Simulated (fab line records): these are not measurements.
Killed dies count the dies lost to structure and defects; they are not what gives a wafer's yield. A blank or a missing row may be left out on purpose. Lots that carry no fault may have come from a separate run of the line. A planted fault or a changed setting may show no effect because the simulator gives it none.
Which tool did it? | flow gf180mcu | 15 lots, 45 wafers sampled, at 3 steps of a route of 602

WHAT THE GAUGES SHOWED, per wafer
GF_VT_IMPLANT_OVL_MEAS_07.
lot  | measured     | on         | VT_IMPLANT_OVL (nm)
L988 | day 5 23:07  | overlay-01 | -0.1 0.6 0.6
L989 | day 6 06:17  | overlay-01 | -1.4 0.7 -1.2
L990 | day 6 11:23  | overlay-02 | -1.5 1.3 -1.0
L993 | day 7 06:26  | overlay-02 | -1.4 -2.9 -1.9
L994 | day 7 10:31  | overlay-02 | -1.3 -1.4 -3.1
L995 | day 7 16:22  | overlay-01 | 4.6 3.7 3.3
L996 | day 8 00:50  | overlay-01 | -1.7 -0.6 -1.0
L998 | day 8 09:25  | overlay-02 | 0.2 0.1 -1.2
L102 | day 9 12:53  | overlay-01 | -1.3 1.1 1.2
L103 | day 9 19:11  | overlay-02 | 2.8 2.5 2.7
L104 | day 10 00:04 | overlay-01 | 2.7 -0.7 1.7
L106 | day 10 17:15 | overlay-01 | -1.0 -1.8 -1.0
L107 | day 10 19:22 | overlay-01 | -0.2 -0.6 -0.6
L108 | day 10 23:57 | overlay-01 | -0.3 -1.0 -1.5
L109 | day 11 07:17 | overlay-02 | 0.6 2.1 0.7

GF_VT_IMPLANT_OVL_MEAS_40.
lot  | measured     | on         | VT_IMPLANT_03_OVL (nm)
L988 | day 7 22:26  | overlay-01 | 0.6 -0.3 1.5
L989 | day 8 06:08  | overlay-02 | 0.8 0.0 -0.9
L990 | day 8 12:32  | overlay-01 | 2.1 1.9 0.8
L993 | day 9 07:37  | overlay-02 | - - -
L994 | day 9 13:13  | overlay-02 | - - -
L995 | day 9 18:17  | overlay-01 | - - -
L996 | day 10 03:35 | overlay-01 | 2.3 -1.1 -0.1
L998 | day 10 13:43 | overlay-02 | -2.4 -0.1 -2.3
L102 | day 11 20:16 | overlay-02 | -1.5 1.0 -2.8
L103 | day 12 03:30 | overlay-01 | -0.7 -0.4 -0.5
L104 | day 12 07:26 | overlay-01 | -0.9 0.2 -1.1
L106 | day 13 02:08 | overlay-02 | -0.6 -0.4 -0.9
L107 | day 13 05:13 | overlay-02 | 0.6 -1.4 -0.1
L108 | day 13 10:11 | overlay-02 | -0.4 -0.5 0.6
L109 | day 13 18:13 | overlay-01 | -1.3 0.5 -2.1

EACH LOT AND THE TOOL THAT RAN IT (in order: tool; ch and the chambers of the sampled wafers; start)
lot  | GF_VT_IMPLANT_DEVELOP_39
L988 | lithoTrack-01 ch 0, day 7 22:19
L989 | lithoTrack-01 ch 0, day 8 06:01
L990 | lithoTrack-03 ch 0, day 8 12:25
L993 | lithoTrack-03, day 9 07:29
L994 | lithoTrack-03, day 9 13:04
L995 | lithoTrack-01, day 9 18:08
L996 | lithoTrack-02 ch 0, day 10 03:27
L998 | lithoTrack-02 ch 0, day 10 13:34
L102 | lithoTrack-03 ch 0, day 11 20:08
L103 | lithoTrack-01 ch 0, day 12 03:25
L104 | lithoTrack-02 ch 0, day 12 07:17
L106 | lithoTrack-03 ch 0, day 13 02:01
L107 | lithoTrack-03 ch 0, day 13 05:05
L108 | lithoTrack-02 ch 0, day 13 10:04
L109 | lithoTrack-02 ch 0, day 13 18:04
- GF_VT_IMPLANT_DEVELOP_39: develop time 60 s.

AS READ BY THE TOOLS THEMSELVES (means over the sampled wafers that have a number; for cases with no such wafer, the mark the record gives instead)
GF_VT_IMPLANT_DEVELOP_39.
lot  | tool          | chillPlateTempC (C)
L988 | lithoTrack-01 | 23.08
L989 | lithoTrack-01 | 23.01
L990 | lithoTrack-03 | 22.95
L993 | lithoTrack-03 | -
L994 | lithoTrack-03 | -
L995 | lithoTrack-01 | -
L996 | lithoTrack-02 | 23.05
L998 | lithoTrack-02 | 23.10
L102 | lithoTrack-03 | 23.09
L103 | lithoTrack-01 | 22.99
L104 | lithoTrack-02 | 23.06
L106 | lithoTrack-03 | 23.02
L107 | lithoTrack-03 | 22.99
L108 | lithoTrack-02 | 22.95
L109 | lithoTrack-02 | 22.94

THE ANSWER, worked out from the rows above alone
Rule: the lots themselves supply what counts as usual. Put in order of their means at a reading, lots are off if they are a third of the lots or fewer, leave a main group of 4 or more, and stand apart from it by a gap of 3 or more times the standard deviation of the main group's means; of several such gaps the widest counts. Not used: any main group whose means are identical at the precision the tables above print for the reading. A lot without any number at a reading at which 4 lots or more have one is off too. Any other lot the step has rows for is counted as sound. First the gauges in route order, then the tools' own readings, where a lot's mean is used as printed above. The first step at which some lot is off is used, and at that step the reading that is off furthest; a lot without a number counts as furthest.
Off: L993, L994, L995, seen at GF_VT_IMPLANT_OVL_MEAS_40 (VT_IMPLANT_03_OVL). Without a number there: L993, L994, L995. The main group has a mean of -0.3 nm with a standard deviation of 0.82.
A tool fits if, at a process step before that reading, it ran every lot that is off, and no sound lot after the first of them. The gauges at GF_VT_IMPLANT_OVL_MEAS_40 aren't tried: what is off there is off at GF_VT_IMPLANT_DEVELOP_39 too, on other tools, and a gauge's error can't cause that. None of those tried fits.

WHAT THE SIMULATOR HAD PUT IN
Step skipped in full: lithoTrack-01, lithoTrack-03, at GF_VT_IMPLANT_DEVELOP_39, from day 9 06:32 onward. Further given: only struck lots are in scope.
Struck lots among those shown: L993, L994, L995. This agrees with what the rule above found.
